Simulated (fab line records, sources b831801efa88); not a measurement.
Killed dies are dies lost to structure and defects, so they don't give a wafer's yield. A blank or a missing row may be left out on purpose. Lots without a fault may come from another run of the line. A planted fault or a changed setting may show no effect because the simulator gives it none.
Problem report in the 8D (eight disciplines) form, filled by code | flow sky130 | the parts of the form that need people (team, actions taken, sign-off) are left out

1. THE PROBLEM
GATE_OXIDE_OXIDATION_00_THK at SKY_GATE_OXIDE_THK_MEAS_02 reads a mean of 9.11 nm on 6 wafers of 2 lots; wafers without a fault read 10.32 nm with a standard deviation of 0.2. That is -6.1 standard deviations from the usual mean.
First seen on wafer L694.2, day 19 18:50, on film_metro-02. The record holds 36 wafers of 12 lots with a number at this step. Rule for "out", or "out of limits": more than 4 standard deviations from the usual mean. The other wafers with a number count as sound.

2. WHAT IT IS AND WHAT IT IS NOT
question                    | is                           | is not
which readings at this step | GATE_OXIDE_OXIDATION_00_THK  | -
which lots                  | L694, L695                   | L675, L676, L678, L679, L680, L681, L682, L684, L685, L697
which wafers of those lots  | all that have a number       | -
read on which gauges        | film_metro-02, film_metro-03 | film_metro-04
when                        | from day 19 18:50            | up to then (27 sound wafers); but 3 sound wafers of L697 came after

3. SUSPECTS, AND WHAT RULES EACH OUT
Counting: a tool at a process step up to the reading stays a suspect if it ran every lot that is out and no sound lot after the first of them.
- the gauge at SKY_GATE_OXIDE_THK_MEAS_02: ruled out. The wafers that are out were read on 2 gauges (film_metro-02, film_metro-03).
- furnace-01 at SKY_GATE_OXIDE_OXIDATION_01 (stabilise 600 s, purge 300 s, target thk 10.268 nm): kept. It ran every lot that is out, first L694 (day 19 17:25), and no sound lot after that; its last sound lot up to then is L685 (day 16 12:14). Its own readings are out on those wafers: spike_tc_bottom_C, spike_tc_centre_C, spike_tc_lower_C, spike_tc_top_C, spike_tc_upper_C.
Left after counting: furnace-01 at SKY_GATE_OXIDE_OXIDATION_01.

4. THE CAUSE (what the simulator had put in)
Process parameter drift: furnace-01, from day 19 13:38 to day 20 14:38, at SKY_GATE_OXIDE_OXIDATION_01. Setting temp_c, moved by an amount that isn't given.
Counting left only this tool.

5. THE CHAIN OF EFFECTS, in route order
Each row: a reading whose mean over the struck wafers that have a number lies more than 3 standard deviations from the usual. Only readings for which the record gives a usual standard deviation are gone through. hours: the time from each lot's start at the first step in this table that gives one to its start at this step, as a median over the lots. sigmas: the change in usual standard deviations.
hours | step                        | reading                     | usual    | on struck wafers | change | sigmas
0     | SKY_GATE_OXIDE_OXIDATION_01 | spike_tc_bottom_C           | 915.8 C  | 904.8            | -11.0  | -5.8
0     | SKY_GATE_OXIDE_OXIDATION_01 | spike_tc_centre_C           | 899.9 C  | 888.4            | -11.5  | -12
0     | SKY_GATE_OXIDE_OXIDATION_01 | spike_tc_lower_C            | 900.8 C  | 889.0            | -11.8  | -11
0     | SKY_GATE_OXIDE_OXIDATION_01 | spike_tc_top_C              | 910.7 C  | 897.6            | -13.1  | -9.4
0     | SKY_GATE_OXIDE_OXIDATION_01 | spike_tc_upper_C            | 898.6 C  | 886.9            | -11.7  | -9.8
1     | SKY_GATE_OXIDE_THK_MEAS_02  | GATE_OXIDE_OXIDATION_00_THK | 10.32 nm | 9.11             | -1.21  | -6.1
The process steps in it:
- SKY_GATE_OXIDE_OXIDATION_01: stabilise 600 s, purge 300 s, target thk 10.268 nm.

6. WHAT WOULD HAVE CAUGHT IT SOONER
In this record the first reading out of limits at a measuring or inspecting step was taken at day 19 18:50, 5 hours after the fault began at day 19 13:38.
The tool's own readings at SKY_GATE_OXIDE_OXIDATION_01 were out on every struck wafer that the step has a row for (spike_tc_bottom_C, spike_tc_centre_C, spike_tc_lower_C, spike_tc_top_C, spike_tc_upper_C): an alarm limit on them would have fired on the first of those.
Of the lots that are out (2), L695 began SKY_GATE_OXIDE_OXIDATION_01 on furnace-01 after day 19 18:50. A hold on the tool at that time would have spared it.
